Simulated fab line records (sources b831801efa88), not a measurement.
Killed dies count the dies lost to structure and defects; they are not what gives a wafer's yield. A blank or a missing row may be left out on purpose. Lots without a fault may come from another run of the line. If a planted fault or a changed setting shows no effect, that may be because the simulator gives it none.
The same fault as seen by 2 desks | flow gf180mcu | only its own numbers are on each desk; what lay behind them is given at the end

FROM THE METROLOGY DESK
Lot by lot, what the gauges showed, no matter which tool ran the lot: averages of those sampled wafers that carry a number. Any lot whose mean is over 4 standard deviations away from the usual mean is out of limits and marked OUT; that distance is given in the brackets.
Columns: A = M3_ALCU_RS at GF_M3_RS_MEAS_05, usual 0.0693 ohm/sq; B = cd-nm at GF_M3_CD_MEAS_14, usual 280.2 nm
lot  | first seen here | A      | B
L963 | day 21 04:43    | 0.0692 | 280.7
L965 | day 21 15:32    | 0.0700 | 279.3
L966 | day 22 03:00    | 0.0691 | 281.9
L967 | day 22 10:25    | 0.0690 | 292.2 (+8.5) OUT
L970 | day 23 12:13    | 0.0690 | 294.0 (+9.8) OUT
L973 | day 24 06:04    | 0.0687 | 279.0
L975 | day 25 10:26    | 0.0693 | 280.8
L976 | day 25 16:26    | 0.0692 | 278.9
L977 | day 25 22:29    | 0.0693 | 278.8
L982 | day 27 18:12    | 0.0693 | 281.2
L981 | day 28 02:57    | 0.0691 | 280.7
L984 | day 28 12:19    | 0.0687 | 280.2
This desk's finding: out of limits on L967, L970; first on L967, day 23 09:12 (cd-nm at GF_M3_CD_MEAS_14). L963, L965, L966, L973, L975, L976, L977, L982, L981, L984: within limits.

TOOL OWNER'S DESK, litho-track-04
The tool's own readings at GF_M3_SOFTBAKE_10 (time 60 s): means of the sampled wafers that have a number, for each lot that ran on this tool. Any lot whose mean is over 4 standard deviations away from the usual mean is out of limits and marked OUT; that distance is given in the brackets.
Columns: A = heater-power-total-W at GF_M3_SOFTBAKE_10, usual 93.06 W; B = plate-temp-C at GF_M3_SOFTBAKE_10, usual 129.98 C
lot  | first seen here | A               | B
L965 | day 22 03:06    | 93.02           | 129.89
L967 | day 22 22:06    | 87.62 (-95) OUT | 124.13 (-49) OUT
L970 | day 24 00:04    | 87.61 (-96) OUT | 124.20 (-48) OUT
L984 | day 28 22:05    | 93.07           | 129.86
This desk's finding: out of limits on L967, L970; first on L967, day 22 22:06 (heater-power-total-W at GF_M3_SOFTBAKE_10). L965, L984: within limits.

BROUGHT TOGETHER
The tool owner's desk could have raised an alarm at day 22 22:06, on L967, L970.
On L967, L970, the metrology desk was in a position to raise an alarm at day 23 09:12.
The lots listed all ran GF_M3_SOFTBAKE_10 on litho-track-04.

WHAT WAS PUT IN BY THE SIMULATOR
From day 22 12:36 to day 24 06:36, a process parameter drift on litho-track-04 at GF_M3_SOFTBAKE_10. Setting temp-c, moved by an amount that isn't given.
Struck lots among those shown: L967, L970.
Delay (hours) between the fault's onset and each desk's first out-of-limits reading: 10 at the tool owner's desk, 21 at the metrology desk.
